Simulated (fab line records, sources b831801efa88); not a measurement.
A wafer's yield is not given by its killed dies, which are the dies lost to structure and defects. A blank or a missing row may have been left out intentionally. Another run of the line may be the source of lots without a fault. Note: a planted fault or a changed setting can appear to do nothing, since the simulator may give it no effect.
2 desks, one fault || flow sky130 || each desk has only its own numbers; what lay behind them comes last

AT THE TOOL OWNER'S DESK: implanter-01
The tool's own readings at SKY_LDD_N_IMPLANT_08, given as means over the sampled wafers that have a number, one for each lot that went through this tool. If a lot's mean is further than 4 standard deviations from the usual mean, the lot is out of limits and carries the mark OUT (the distance appears in the brackets).
Columns: A = beam-on-s at SKY_LDD_N_IMPLANT_08, usual 9.98 s; B = dose-ions-cm2 at SKY_LDD_N_IMPLANT_08, usual 7.499e+13; C = faraday-current-uA at SKY_LDD_N_IMPLANT_08, usual 423
{"lot": "L555", "first seen here": "day 18 17:07", "A": 10.11, "B": 7.500e+13, "C": 418}
{"lot": "L560", "first seen here": "day 20 19:12", "A": "57.19 (+99 or more) OUT", "B": "6.238e+14 (+99 or more) OUT", "C": "616 (+23) OUT"}
{"lot": "L561", "first seen here": "day 21 05:39", "A": "58.61 (+99 or more) OUT", "B": "6.238e+14 (+99 or more) OUT", "C": "600 (+21) OUT"}
{"lot": "L562", "first seen here": "day 21 08:19", "A": "59.69 (+99 or more) OUT", "B": "6.239e+14 (+99 or more) OUT", "C": "588 (+19) OUT"}
{"lot": "L566", "first seen here": "day 23 16:37", "A": 10.18, "B": 7.490e+13, "C": 416}
{"lot": "L567", "first seen here": "day 23 22:38", "A": 10.09, "B": 7.500e+13, "C": 419}
{"lot": "L570", "first seen here": "day 24 16:00", "A": 9.91, "B": 7.510e+13, "C": 427}
{"lot": "L571", "first seen here": "day 25 04:41", "A": 10.04, "B": 7.498e+13, "C": 421}
{"lot": "L573", "first seen here": "day 25 15:37", "A": 9.94, "B": 7.495e+13, "C": 426}
{"lot": "L574", "first seen here": "day 25 20:19", "A": 9.87, "B": 7.499e+13, "C": 427}
{"lot": "L575", "first seen here": "day 25 22:45", "A": 9.80, "B": 7.507e+13, "C": 430}
This desk's verdict: out of limits on L560, L561, L562, starting with L560 at day 20 19:12 (beam-on-s at SKY_LDD_N_IMPLANT_08). L555, L566, L567, L570, L571, L573, L574, L575: within limits.

THE METROLOGY DESK
What the gauges read for every lot (on any tool): the sampled wafers with a number, averaged. If a lot's mean is further than 4 standard deviations from the usual mean, the lot is out of limits and carries the mark OUT (the distance appears in the brackets).
Columns: A = LDD_N_TW at SKY_LDD_N_TW_MEAS_17, usual 2577
{"lot": "L552", "first seen here": "day 17 15:55", "A": 2599}
{"lot": "L553", "first seen here": "day 18 00:13", "A": 2552}
{"lot": "L555", "first seen here": "day 18 18:25", "A": 2597}
{"lot": "L560", "first seen here": "day 20 20:29", "A": "2948 (+17) OUT"}
{"lot": "L561", "first seen here": "day 21 06:56", "A": "2947 (+17) OUT"}
{"lot": "L562", "first seen here": "day 21 09:37", "A": "3005 (+19) OUT"}
{"lot": "L566", "first seen here": "day 23 17:55", "A": 2564}
{"lot": "L567", "first seen here": "day 23 23:53", "A": 2595}
{"lot": "L570", "first seen here": "day 24 17:17", "A": 2589}
{"lot": "L569", "first seen here": "day 24 20:56", "A": 2588}
{"lot": "L571", "first seen here": "day 25 05:59", "A": 2590}
{"lot": "L573", "first seen here": "day 25 16:55", "A": 2539}
{"lot": "L574", "first seen here": "day 25 21:37", "A": 2589}
{"lot": "L575", "first seen here": "day 26 00:02", "A": 2599}
Per this desk, out of limits: L560, L561, L562; the first was L560, day 20 20:29 (LDD_N_TW at SKY_LDD_N_TW_MEAS_17). L552, L553, L555, L566, L567, L570, L569, L571, L573, L574, L575: within limits.

PUT TOGETHER
The tool owner's desk had the chance to raise an alarm at day 20 19:12 on L560, L561, L562.
Metrology desk: alarm possible at day 20 20:29 on L560, L561, L562.
Of the lots named, all ran SKY_LDD_N_IMPLANT_08 on implanter-01.

WHAT THE SIMULATOR PUT IN
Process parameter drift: implanter-01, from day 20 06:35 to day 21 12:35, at SKY_LDD_N_IMPLANT_08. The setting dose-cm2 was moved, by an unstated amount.
Struck lots among those shown: L560, L561, L562.
Fault start to first reading out of limits, in hours, per desk: tool owner, 13; metrology, 14.
